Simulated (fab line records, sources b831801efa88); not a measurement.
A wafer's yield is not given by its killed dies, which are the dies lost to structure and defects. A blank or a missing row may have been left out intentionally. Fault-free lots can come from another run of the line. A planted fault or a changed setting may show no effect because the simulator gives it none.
fab line records || flow sky130
[record] {"lots": 5, "wafers": 15, "lastDay": 48}
route steps=708 shown DNWELL@41 PWDE@45 NWELL@56 PAD_OPEN@708
lots untouched by any fault: they come from a run of this same line in which no faults occurred
startH: the number of hours between the record's first day and the start of the first shown wafer of the lot || waitH: how many hours have passed since the lot's step before this one || " the same as in the row above || L1.1+2: a row that stands for several wafers || - no value, or no start given || * or withheld: withheld || < > ~ a bound
route shown NAME@n: NAME is a module with steps in the file, n the number in the route of the first one || usual: mean and standard deviation over wafers with no fault || same: alike in all rows || chamber/n: place in a boat || sites: each site's reading || _std_site: how widely they spread, as a standard deviation || _edge_site: mean of outer sites minus mean of inner sites || radiusMm: how far each site lies from the wafer's centre || mask NAME#n: copy n || behind: the most recent tool/chamber to have shaped the wafer || hold: why the lot went on hold/how many hours it stayed there/how the hold came to an end || device: the transistor (n, p or np) that didn't switch || end of line: the route-end tests of the same wafers || step lacking rows: just its recipe || killed: count of dies lost to structure and defects at first sort (not the wafer's yield) || map: dies across one wafer; x = killed, . = not, _ = none there
set.NAME: the setting the step ran with; set.NAME@STEP: the setting that earlier step ran with || model.NAME: the simulator's own value behind a step, which no gauge read
certain route steps with their lots: each step a table, each wafer a row
services: when a tool's chamber went out of use (startH, in hours from the record's first day, below 0 if earlier), for how many hours, and the reason
[[steps]]
[step SKY_DNWELL_DEVELOP_06]
[recipe] {"wallAngleDeg": 90, "developer": "TMAH", "developTimeS": 60, "devTempC": 23}
[step SKY_DNWELL_IMPLANT_07]
[recipe] {"species": "P", "energyKev": "withheld", "doseCm2": "withheld", "tiltDeg": "withheld"}
[step SKY_DNWELL_STRIP_08]
[recipe] {"chemistry": "O2/N2", "powerW": 1400, "pressureMtorr": 1500, "platenTempC": "withheld", "o2FlowSccm": 3000, "n2FlowSccm": 300, "overashFraction": 0.5}
[step SKY_PWDE_DEHYDRATE_00]
[recipe] {"tempC": 200, "timeS": 60}
[step SKY_PWDE_HMDS_01]
[recipe] {"primeTimeS": 60, "primeTempC": 120}
[step SKY_PWDE_COAT_02]
[recipe] {"spinRpm": 2000, "resistThkNm": 3000}
[step SKY_PWDE_SOFTBAKE_03]
[recipe] {"tempC": 110, "timeS": "withheld"}
[step SKY_PWDE_EXPOSE_04]
[recipe] {"maskId": "PWDEM", "na": 0.6, "sourceShape": "conventional", "sigmaOuter": 0.6, "polarization": "unpolarized", "targetCdNm": 840, "doseMj": 214}
[step SKY_PWDE_PEB_05]
[recipe] {"tempC": 115, "timeS": "withheld"}
[step SKY_PWDE_DEVELOP_06]
[recipe] {"wallAngleDeg": 90, "developer": "TMAH", "developTimeS": 60, "devTempC": 23}
[step SKY_PWDE_IMPLANT_08]
[recipe] {"species": "B", "energyKev": 150, "doseCm2": 3.6e+12, "tiltDeg": "withheld"}
[usual] {"beamOnS": "9.99/0.2", "faradayCurrentUA": "20.3/0.4"}
{"lot.wafer": "L533.1", "tool": "implanter-03", "chamber": 0, "startH": 86.27, "waitH": 0.0, "beamOnS": 9.80, "faradayCurrentUA": 20.7}
{"lot.wafer": "L533.4", "tool": "implanter-03", "chamber": 0, "startH": 86.27, "waitH": 0.0, "beamOnS": 9.98, "faradayCurrentUA": 20.4}
{"lot.wafer": "L533.5", "tool": "implanter-03", "chamber": 0, "startH": 86.27, "waitH": 0.0, "beamOnS": 10.23, "faradayCurrentUA": 19.8}
{"lot.wafer": "L537.1", "tool": "implanter-03", "chamber": 0, "startH": 104.22, "waitH": 0.0, "beamOnS": 14.66, "faradayCurrentUA": 13.8}
{"lot.wafer": "L537.2", "tool": "implanter-03", "chamber": 0, "startH": 104.22, "waitH": 0.0, "beamOnS": 14.40, "faradayCurrentUA": 14.1}
{"lot.wafer": "L537.4", "tool": "implanter-03", "chamber": 0, "startH": 104.22, "waitH": 0.0, "beamOnS": 14.37, "faradayCurrentUA": 14.1}
{"lot.wafer": "L538.2", "tool": "implanter-03", "chamber": 0, "startH": 112.34, "waitH": 0.0, "beamOnS": 14.42, "faradayCurrentUA": 14.1}
{"lot.wafer": "L538.5", "tool": "implanter-03", "chamber": 0, "startH": 112.34, "waitH": 0.0, "beamOnS": 14.43, "faradayCurrentUA": 14.1}
{"lot.wafer": "L538.6", "tool": "implanter-03", "chamber": 0, "startH": 112.34, "waitH": 0.0, "beamOnS": 14.08, "faradayCurrentUA": 14.4}
{"lot.wafer": "L541.2", "tool": "implanter-03", "chamber": 0, "startH": 134.48, "waitH": 0.0, "beamOnS": 14.78, "faradayCurrentUA": 13.7}
{"lot.wafer": "L541.5", "tool": "implanter-03", "chamber": 0, "startH": 134.48, "waitH": 0.0, "beamOnS": 14.03, "faradayCurrentUA": 14.4}
{"lot.wafer": "L541.6", "tool": "implanter-03", "chamber": 0, "startH": 134.48, "waitH": 0.0, "beamOnS": 14.30, "faradayCurrentUA": 14.1}
{"lot.wafer": "L545.3", "tool": "implanter-02", "chamber": 0, "startH": 154.07, "waitH": 0.1, "beamOnS": 10.21, "faradayCurrentUA": 19.9}
{"lot.wafer": "L545.4", "tool": "implanter-02", "chamber": 0, "startH": 154.07, "waitH": 0.1, "beamOnS": 10.21, "faradayCurrentUA": 19.9}
{"lot.wafer": "L545.5", "tool": "implanter-02", "chamber": 0, "startH": 154.07, "waitH": 0.1, "beamOnS": 9.82, "faradayCurrentUA": 20.8}
[step SKY_PWDE_STRIP_09]
[recipe] {"chemistry": "O2/N2", "powerW": 1400, "pressureMtorr": 1500, "platenTempC": "withheld", "o2FlowSccm": 3000, "n2FlowSccm": 300, "overashFraction": 0.5}
[step SKY_PWDE_TW_MEAS_10]
[usual] {"PWDE_TW": "377.3/2.5"}
{"lot.wafer": "L533.1", "tool": "filmMetro-04", "chamber": "-", "startH": 86.52, "waitH": 0.1, "PWDE_TW": 376.7}
{"lot.wafer": "L533.4", "tool": "filmMetro-04", "chamber": "-", "startH": 86.52, "waitH": 0.1, "PWDE_TW": 376.0}
{"lot.wafer": "L533.5", "tool": "filmMetro-04", "chamber": "-", "startH": 86.52, "waitH": 0.1, "PWDE_TW": 375.1}
{"lot.wafer": "L537.1", "tool": "filmMetro-01", "chamber": "-", "startH": 104.47, "waitH": 0.1, "PWDE_TW": 419.9}
{"lot.wafer": "L537.2", "tool": "filmMetro-01", "chamber": "-", "startH": 104.47, "waitH": 0.1, "PWDE_TW": 419.2}
{"lot.wafer": "L537.4", "tool": "filmMetro-01", "chamber": "-", "startH": 104.47, "waitH": 0.1, "PWDE_TW": 418.8}
{"lot.wafer": "L538.2", "tool": "filmMetro-04", "chamber": "-", "startH": 112.58, "waitH": 0.1, "PWDE_TW": 421.3}
{"lot.wafer": "L538.5", "tool": "filmMetro-04", "chamber": "-", "startH": 112.58, "waitH": 0.1, "PWDE_TW": 420.7}
{"lot.wafer": "L538.6", "tool": "filmMetro-04", "chamber": "-", "startH": 112.58, "waitH": 0.1, "PWDE_TW": 420.5}
{"lot.wafer": "L541.2", "tool": "filmMetro-04", "chamber": "-", "startH": 134.72, "waitH": 0.1, "PWDE_TW": 417.2}
{"lot.wafer": "L541.5", "tool": "filmMetro-04", "chamber": "-", "startH": 134.72, "waitH": 0.1, "PWDE_TW": 414.8}
{"lot.wafer": "L541.6", "tool": "filmMetro-04", "chamber": "-", "startH": 134.72, "waitH": 0.1, "PWDE_TW": 417.8}
{"lot.wafer": "L545.3", "tool": "filmMetro-04", "chamber": "-", "startH": 154.29, "waitH": 0.1, "PWDE_TW": 372.6}
{"lot.wafer": "L545.4", "tool": "filmMetro-04", "chamber": "-", "startH": 154.29, "waitH": 0.1, "PWDE_TW": 375.7}
{"lot.wafer": "L545.5", "tool": "filmMetro-04", "chamber": "-", "startH": 154.29, "waitH": 0.1, "PWDE_TW": 375.8}
[step SKY_NWELL_DEHYDRATE_03]
[recipe] {"tempC": 200, "timeS": 60}
[step SKY_NWELL_HMDS_04]
[recipe] {"primeTimeS": 60, "primeTempC": 120}
[step SKY_NWELL_COAT_05]
[recipe] {"spinRpm": 2000, "resistThkNm": 3000}
[step SKY_NWELL_SOFTBAKE_06]
[recipe] {"tempC": 110, "timeS": "withheld"}
[step SKY_NWELL_EXPOSE_07]
[recipe] {"maskId": "NWM", "na": 0.6, "sourceShape": "conventional", "sigmaOuter": 0.6, "polarization": "unpolarized", "targetCdNm": 840, "doseMj": 255}
[step SKY_NWELL_PEB_08]
[recipe] {"tempC": 115, "timeS": "withheld"}
[step SKY_NWELL_DEVELOP_09]
[recipe] {"wallAngleDeg": 90, "developer": "TMAH", "developTimeS": 60, "devTempC": 23}
[step SKY_NWELL_IMPLANT_11]
[recipe] {"species": "P", "energyKev": 400, "doseCm2": 1.9e+13, "tiltDeg": "withheld"}
[step SKY_NWELL_IMPLANT_12]
[recipe] {"species": "P", "energyKev": 120, "doseCm2": 1.3e+12, "tiltDeg": "withheld"}
[step SKY_NWELL_IMPLANT_13]
[recipe] {"species": "P", "energyKev": 50, "doseCm2": 7e+11, "tiltDeg": "withheld"}
[step SKY_NWELL_STRIP_14]
[recipe] {"chemistry": "O2/N2", "powerW": 1400, "pressureMtorr": 1500, "platenTempC": "withheld", "o2FlowSccm": 3000, "n2FlowSccm": 300, "overashFraction": 0.5}
[step SKY_NWELL_DEHYDRATE_16]
[recipe] {"tempC": 200, "timeS": 60}
[step SKY_NWELL_HMDS_17]
[recipe] {"primeTimeS": 60, "primeTempC": 120}
[step SKY_NWELL_COAT_18]
[recipe] {"spinRpm": 2000, "resistThkNm": 3000}
[step SKY_NWELL_SOFTBAKE_19]
[recipe] {"tempC": 110, "timeS": "withheld"}
[step SKY_NWELL_EXPOSE_20]
[recipe] {"maskId": "NWM_COMPLEMENT", "na": 0.6, "sourceShape": "conventional", "sigmaOuter": 0.6, "polarization": "unpolarized", "targetCdNm": 840, "doseMj": 260}
[step SKY_NWELL_PEB_21]
[recipe] {"tempC": 115, "timeS": "withheld"}
[step SKY_NWELL_DEVELOP_22]
[recipe] {"wallAngleDeg": 90, "developer": "TMAH", "developTimeS": 60, "devTempC": 23}
[step SKY_NWELL_IMPLANT_24]
[recipe] {"species": "B", "energyKev": 140, "doseCm2": 9.2e+12, "tiltDeg": "withheld"}
[step SKY_NWELL_STRIP_25]
[recipe] {"chemistry": "O2/N2", "powerW": 1400, "pressureMtorr": 1500, "platenTempC": "withheld", "o2FlowSccm": 3000, "n2FlowSccm": 300, "overashFraction": 0.5}
[step SKY_NWELL_CLEAN_27]
[recipe] {"chemistry": "SC1/SC2", "mix": "1:4:20", "tempC": 70, "timeS": 150, "dry": "n2Spin"}
[step SKY_NWELL_RTA_28]
[recipe] {"tempC": 1050, "timeS": 30, "idleTempC": 650, "rampUpCPerS": 150, "rampDownCPerS": 90, "ambient": "N2"}
[step SKY_NWELL_RS_MEAS_31]
[recipe] {"thkMeasGauge": "four-point-probe"}
[usual] {"PWDE_RS": "5277/22"}
{"lot.wafer": "L533.1", "tool": "filmMetro-04", "chamber": "-", "startH": 123.12, "waitH": 0.1, "PWDE_RS[ohm/sq]": 5231}
{"lot.wafer": "L533.4", "tool": "filmMetro-04", "chamber": "-", "startH": 123.12, "waitH": 0.1, "PWDE_RS[ohm/sq]": 5229}
{"lot.wafer": "L533.5", "tool": "filmMetro-04", "chamber": "-", "startH": 123.12, "waitH": 0.1, "PWDE_RS[ohm/sq]": 5256}
{"lot.wafer": "L537.1", "tool": "filmMetro-01", "chamber": "-", "startH": 142.81, "waitH": 0.1, "PWDE_RS[ohm/sq]": 4030}
{"lot.wafer": "L537.2", "tool": "filmMetro-01", "chamber": "-", "startH": 142.81, "waitH": 0.1, "PWDE_RS[ohm/sq]": 4029}
{"lot.wafer": "L537.4", "tool": "filmMetro-01", "chamber": "-", "startH": 142.81, "waitH": 0.1, "PWDE_RS[ohm/sq]": 4035}
{"lot.wafer": "L538.2", "tool": "filmMetro-02", "chamber": "-", "startH": 151.99, "waitH": 0.1, "PWDE_RS[ohm/sq]": 4003}
{"lot.wafer": "L538.5", "tool": "filmMetro-02", "chamber": "-", "startH": 151.99, "waitH": 0.1, "PWDE_RS[ohm/sq]": 4005}
{"lot.wafer": "L538.6", "tool": "filmMetro-02", "chamber": "-", "startH": 151.99, "waitH": 0.1, "PWDE_RS[ohm/sq]": 4004}
{"lot.wafer": "L541.2", "tool": "filmMetro-02", "chamber": "-", "startH": 175.18, "waitH": 0.1, "PWDE_RS[ohm/sq]": 3998}
{"lot.wafer": "L541.5", "tool": "filmMetro-02", "chamber": "-", "startH": 175.18, "waitH": 0.1, "PWDE_RS[ohm/sq]": 4005}
{"lot.wafer": "L541.6", "tool": "filmMetro-02", "chamber": "-", "startH": 175.18, "waitH": 0.1, "PWDE_RS[ohm/sq]": 4013}
{"lot.wafer": "L545.3", "tool": "filmMetro-02", "chamber": "-", "startH": 195.96, "waitH": 0.1, "PWDE_RS[ohm/sq]": 5288}
{"lot.wafer": "L545.4", "tool": "filmMetro-02", "chamber": "-", "startH": 195.96, "waitH": 0.1, "PWDE_RS[ohm/sq]": 5293}
{"lot.wafer": "L545.5", "tool": "filmMetro-02", "chamber": "-", "startH": 195.96, "waitH": 0.1, "PWDE_RS[ohm/sq]": 5303}
[step SKY_PAD_OPEN_PROBE_99]
[usual] {"killed_at_M0_to_M3": "44/7.7", "killed_at_M4_up": "3.2/1.7", "killedAtContacts": "24/5.3", "killedAtFrontEnd": "15/4.3", "killedAtOther": "0.3/0.57", "killedDies": "87/11", "killedOpen": "47/7.4", "killedShort": "40/6.5"}
[same] {"grossDies": 492, "killedAtBackSide": 0}
{"lot.wafer": "L533.1", "tool": "prober-01", "chamber": "-", "startH": 1091.20, "waitH": 0.1, "killed_at_M0_to_M3": 50, "killed_at_M4_up": 1, "killedAtContacts": 38, "killedAtFrontEnd": 22, "killedAtOther": 0, "killedDies": 111, "killedOpen": 57, "killedShort": 54, "model.etest.res_p_drift_20v.lineOhmUm": 1.126e+04, "model.etest.res_p_drift_20v.rsOhmSq": 9428, "model.etest.resPwdeUnderGate.rsOhmSq": 6194}
{"lot.wafer": "L533.4", "tool": "prober-01", "chamber": "-", "startH": 1091.35, "waitH": 0.2, "killed_at_M0_to_M3": 42, "killed_at_M4_up": 2, "killedAtContacts": 30, "killedAtFrontEnd": 13, "killedAtOther": 0, "killedDies": 87, "killedOpen": 42, "killedShort": 45, "model.etest.res_p_drift_20v.lineOhmUm": 1.152e+04, "model.etest.res_p_drift_20v.rsOhmSq": 9716, "model.etest.resPwdeUnderGate.rsOhmSq": 6134}
{"lot.wafer": "L533.5", "tool": "prober-01", "chamber": "-", "startH": 1091.40, "waitH": 0.2, "killed_at_M0_to_M3": 52, "killed_at_M4_up": 6, "killedAtContacts": 22, "killedAtFrontEnd": 16, "killedAtOther": 0, "killedDies": 96, "killedOpen": 56, "killedShort": 40, "model.etest.res_p_drift_20v.lineOhmUm": 1.166e+04, "model.etest.res_p_drift_20v.rsOhmSq": 9799, "model.etest.resPwdeUnderGate.rsOhmSq": 6186}
{"lot.wafer": "L537.1", "tool": "prober-01", "chamber": "-", "startH": 1117.37, "waitH": 0.1, "killed_at_M0_to_M3": 46, "killed_at_M4_up": 3, "killedAtContacts": 25, "killedAtFrontEnd": 12, "killedAtOther": 0, "killedDies": 86, "killedOpen": 48, "killedShort": 38, "model.etest.res_p_drift_20v.lineOhmUm": 8952, "model.etest.res_p_drift_20v.rsOhmSq": 7471, "model.etest.resPwdeUnderGate.rsOhmSq": 4490}
{"lot.wafer": "L537.2", "tool": "prober-01", "chamber": "-", "startH": 1117.42, "waitH": 0.1, "killed_at_M0_to_M3": 47, "killed_at_M4_up": 5, "killedAtContacts": 15, "killedAtFrontEnd": 17, "killedAtOther": 0, "killedDies": 84, "killedOpen": 40, "killedShort": 44, "model.etest.res_p_drift_20v.lineOhmUm": 8635, "model.etest.res_p_drift_20v.rsOhmSq": 7289, "model.etest.resPwdeUnderGate.rsOhmSq": 4526}
{"lot.wafer": "L537.4", "tool": "prober-01", "chamber": "-", "startH": 1117.52, "waitH": 0.2, "killed_at_M0_to_M3": 44, "killed_at_M4_up": 4, "killedAtContacts": 30, "killedAtFrontEnd": 20, "killedAtOther": 1, "killedDies": 99, "killedOpen": 47, "killedShort": 52, "model.etest.res_p_drift_20v.lineOhmUm": 8316, "model.etest.res_p_drift_20v.rsOhmSq": 7059, "model.etest.resPwdeUnderGate.rsOhmSq": 4507}
{"lot.wafer": "L538.2", "tool": "prober-02", "chamber": "-", "startH": 1123.25, "waitH": 0.1, "killed_at_M0_to_M3": 38, "killed_at_M4_up": 1, "killedAtContacts": 20, "killedAtFrontEnd": 14, "killedAtOther": 1, "killedDies": 74, "killedOpen": 38, "killedShort": 36, "model.etest.res_p_drift_20v.lineOhmUm": 8034, "model.etest.res_p_drift_20v.rsOhmSq": 6612, "model.etest.resPwdeUnderGate.rsOhmSq": 4482}
{"lot.wafer": "L538.5", "tool": "prober-02", "chamber": "-", "startH": 1123.40, "waitH": 0.2, "killed_at_M0_to_M3": 44, "killed_at_M4_up": 1, "killedAtContacts": 18, "killedAtFrontEnd": 10, "killedAtOther": 0, "killedDies": 73, "killedOpen": 43, "killedShort": 30, "model.etest.res_p_drift_20v.lineOhmUm": 7845, "model.etest.res_p_drift_20v.rsOhmSq": 6512, "model.etest.resPwdeUnderGate.rsOhmSq": 4484}
{"lot.wafer": "L538.6", "tool": "prober-02", "chamber": "-", "startH": 1123.45, "waitH": 0.2, "killed_at_M0_to_M3": 42, "killed_at_M4_up": 2, "killedAtContacts": 17, "killedAtFrontEnd": 9, "killedAtOther": 0, "killedDies": 70, "killedOpen": 41, "killedShort": 29, "model.etest.res_p_drift_20v.lineOhmUm": 7924, "model.etest.res_p_drift_20v.rsOhmSq": 6529, "model.etest.resPwdeUnderGate.rsOhmSq": 4460}
{"lot.wafer": "L541.2", "tool": "prober-01", "chamber": "-", "startH": 1144.25, "waitH": 0.1, "killed_at_M0_to_M3": 60, "killed_at_M4_up": 5, "killedAtContacts": 27, "killedAtFrontEnd": 9, "killedAtOther": 1, "killedDies": 102, "killedOpen": 52, "killedShort": 50, "model.etest.res_p_drift_20v.lineOhmUm": 7776, "model.etest.res_p_drift_20v.rsOhmSq": 6409, "model.etest.resPwdeUnderGate.rsOhmSq": 4446}
{"lot.wafer": "L541.5", "tool": "prober-01", "chamber": "-", "startH": 1144.40, "waitH": 0.2, "killed_at_M0_to_M3": 54, "killed_at_M4_up": 1, "killedAtContacts": 17, "killedAtFrontEnd": 15, "killedAtOther": 1, "killedDies": 88, "killedOpen": 45, "killedShort": 43, "model.etest.res_p_drift_20v.lineOhmUm": 8026, "model.etest.res_p_drift_20v.rsOhmSq": 6640, "model.etest.resPwdeUnderGate.rsOhmSq": 4430}
{"lot.wafer": "L541.6", "tool": "prober-01", "chamber": "-", "startH": 1144.45, "waitH": 0.2, "killed_at_M0_to_M3": 41, "killed_at_M4_up": 4, "killedAtContacts": 34, "killedAtFrontEnd": 14, "killedAtOther": 0, "killedDies": 93, "killedOpen": 48, "killedShort": 45, "model.etest.res_p_drift_20v.lineOhmUm": 7931, "model.etest.res_p_drift_20v.rsOhmSq": 6505, "model.etest.resPwdeUnderGate.rsOhmSq": 4456}
{"lot.wafer": "L545.3", "tool": "prober-02", "chamber": "-", "startH": 1162.39, "waitH": 0.2, "killed_at_M0_to_M3": 33, "killed_at_M4_up": 3, "killedAtContacts": 23, "killedAtFrontEnd": 16, "killedAtOther": 0, "killedDies": 75, "killedOpen": 41, "killedShort": 33, "model.etest.res_p_drift_20v.lineOhmUm": 1.175e+04, "model.etest.res_p_drift_20v.rsOhmSq": 9767, "model.etest.resPwdeUnderGate.rsOhmSq": 6174}
{"lot.wafer": "L545.4", "tool": "prober-02", "chamber": "-", "startH": 1162.44, "waitH": 0.2, "killed_at_M0_to_M3": 35, "killed_at_M4_up": 5, "killedAtContacts": 26, "killedAtFrontEnd": 20, "killedAtOther": 0, "killedDies": 86, "killedOpen": 50, "killedShort": 36, "model.etest.res_p_drift_20v.lineOhmUm": 1.184e+04, "model.etest.res_p_drift_20v.rsOhmSq": 9877, "model.etest.resPwdeUnderGate.rsOhmSq": 6173}
{"lot.wafer": "L545.5", "tool": "prober-02", "chamber": "-", "startH": 1162.49, "waitH": 0.2, "killed_at_M0_to_M3": 44, "killed_at_M4_up": 4, "killedAtContacts": 23, "killedAtFrontEnd": 15, "killedAtOther": 0, "killedDies": 86, "killedOpen": 52, "killedShort": 34, "model.etest.res_p_drift_20v.lineOhmUm": 1.199e+04, "model.etest.res_p_drift_20v.rsOhmSq": 9889, "model.etest.resPwdeUnderGate.rsOhmSq": 6167}
// killed by level:class
L533.1 CONTACT:geometricParticle:open=14 CONTACT:geometricParticle:short=10 LI_CONTACT:geometricParticle:open=9 METAL1:geometricParticle:short=7 VIA1:geometricParticle:short=7 FIELD_ISO:geometricParticle:open=6 VIA3:geometricParticle:open=6 POLY_GATE:geometricParticle:open=5
L533.4 CONTACT:geometricParticle:open=9 VIA1:geometricParticle:open=9 METAL2:geometricParticle:short=8 LI_CONTACT:geometricParticle:open=7 CONTACT:geometricParticle:short=7 VIA1:geometricParticle:short=6 FIELD_ISO:geometricParticle:open=5 LI_CONTACT:geometricParticle:short=5
L533.5 VIA1:geometricParticle:open=13 FIELD_ISO:geometricParticle:open=9 VIA3:geometricParticle:open=8 CONTACT:geometricParticle:open=8 CONTACT:geometricParticle:short=6 VIA1:geometricParticle:short=6 VIA2:geometricParticle:open=5 METAL2:geometricParticle:short=5
L537.1 CONTACT:geometricParticle:open=11 VIA1:geometricParticle:open=11 VIA3:geometricParticle:open=9 CONTACT:geometricParticle:short=6 METAL2:geometricParticle:short=6 FIELD_ISO:geometricParticle:open=4 LI_CONTACT:geometricParticle:open=4 METAL1:geometricParticle:short=4
L537.2 VIA1:geometricParticle:short=9 VIA3:geometricParticle:open=8 FIELD_ISO:geometricParticle:short=7 METAL2:geometricParticle:short=7 VIA1:geometricParticle:open=6 CONTACT:geometricParticle:open=5 CONTACT:geometricParticle:short=5 VIA2:geometricParticle:open=4
L537.4 FIELD_ISO:geometricParticle:open=9 METAL2:geometricParticle:short=8 LI_CONTACT:geometricParticle:open=8 CONTACT:geometricParticle:short=7 VIA3:geometricParticle:open=7 CONTACT:geometricParticle:open=6 VIA1:geometricParticle:open=6 FIELD_ISO:geometricParticle:short=5
L538.2 VIA1:geometricParticle:open=8 LI_CONTACT:geometricParticle:open=7 CONTACT:geometricParticle:open=7 METAL2:geometricParticle:short=6 METAL1:geometricParticle:short=5 FIELD_ISO:geometricParticle:short=4 FIELD_ISO:geometricParticle:open=4 VIA3:geometricParticle:open=4
L538.5 VIA2:geometricParticle:open=11 VIA1:geometricParticle:open=9 LI_CONTACT:geometricParticle:open=6 CONTACT:geometricParticle:open=6 VIA1:geometricParticle:short=6 METAL2:geometricParticle:short=4 METAL1:geometricParticle:short=4 LOCAL_INTERCONNECT:geometricParticle:short=3
L538.6 VIA1:geometricParticle:open=9 CONTACT:geometricParticle:short=7 VIA3:geometricParticle:open=7 VIA2:geometricParticle:open=7 VIA1:geometricParticle:short=6 FIELD_ISO:geometricParticle:open=4 LI_CONTACT:geometricParticle:open=4 CONTACT:geometricParticle:open=4
L541.2 VIA1:geometricParticle:open=20 METAL1:geometricParticle:short=8 CONTACT:geometricParticle:open=7 VIA3:geometricParticle:short=6 VIA1:geometricParticle:short=6 VIA2:geometricParticle:open=6 LI_CONTACT:geometricParticle:short=5 LI_CONTACT:geometricParticle:open=5
L541.5 VIA1:geometricParticle:open=12 METAL1:geometricParticle:short=9 METAL2:geometricParticle:short=9 VIA2:geometricParticle:open=9 FIELD_ISO:geometricParticle:open=6 VIA3:geometricParticle:open=6 LI_CONTACT:geometricParticle:open=5 POLY_GATE:geometricParticle:short=4
L541.6 CONTACT:geometricParticle:open=18 VIA1:geometricParticle:open=8 LI_CONTACT:geometricParticle:open=6 METAL2:geometricParticle:short=6 METAL1:geometricParticle:short=6 VIA3:geometricParticle:short=5 FIELD_ISO:geometricParticle:short=4 POLY_GATE:geometricParticle:short=4
L545.3 VIA3:geometricParticle:open=7 CONTACT:geometricParticle:open=7 CONTACT:geometricParticle:short=7 VIA1:geometricParticle:open=6 FIELD_ISO:geometricParticle:open=5 LI_CONTACT:geometricParticle:open=5 VIA2:geometricParticle:open=5 FIELD_ISO:geometricParticle:short=4
L545.4 CONTACT:geometricParticle:open=10 LI_CONTACT:geometricParticle:open=8 VIA3:geometricParticle:open=7 VIA1:geometricParticle:open=6 SPACER:geometricParticle:open=5 POLY_GATE:geometricParticle:short=4 METAL1:geometricParticle:short=4 METAL2:geometricParticle:short=4
L545.5 VIA1:geometricParticle:open=12 CONTACT:geometricParticle:open=11 VIA3:geometricParticle:open=8 LI_CONTACT:geometricParticle:open=6 METAL2:geometricParticle:short=5 LI_CONTACT:geometricParticle:short=4 METAL1:geometricParticle:short=4 VIA1:geometricParticle:short=4
[[services]]
{"tool": "implanter-02", "chamber": "-", "startH": 77.74, "hours": 2.6, "kind": "repair"}
[[key]]
[firstSign] {"step": "SKY_PWDE_IMPLANT_08", "reading": "beamOnS", "direction": "up", "sigmas": 22, "usual": 9.99, "struck": 14.39}
[effect] {"step": "SKY_PWDE_IMPLANT_08", "reading": "faradayCurrentUA", "direction": "down", "sigmas": 15, "usual": 20.3, "struck": 14.1}
[effect] {"step": "SKY_PWDE_TW_MEAS_10", "reading": "PWDE_TW", "direction": "up", "sigmas": 17, "usual": 377.3, "struck": 418.9}
[effect] {"step": "SKY_NWELL_RS_MEAS_31", "reading": "PWDE_RS", "direction": "down", "sigmas": 58, "usual": 5277, "struck": 4014}
[modelEffect] {"step": "SKY_PAD_OPEN_PROBE_99", "value": "etest.res_p_drift_20v.lineOhmUm", "without": 1.119e+04, "struck": 8160}
metAt SKY_PWDE_IMPLANT_08
struckWafers L537.1,L537.2,L537.4,L538.2,L538.5,L538.6,L541.2,L541.5,L541.6
testerLeftOut L537,L538,L541
onsetBetween 86.27 104.22
[fault] {"kind": "processParameterDrift", "tool": "implanter-03", "chamber": "-", "onsetH": 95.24, "steps": "SKY_PWDE_IMPLANT_08", "channel": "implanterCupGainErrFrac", "offset": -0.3, "shape": "step", "endH": 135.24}
// testerLeftOut: of these lots the tester's yield and bins aren't shown, on N5 and GAA mostly nor the transistor test; their killed dies are dies lost to structure and defects alone, not to doping, threshold or leakage, so they don't give the yield
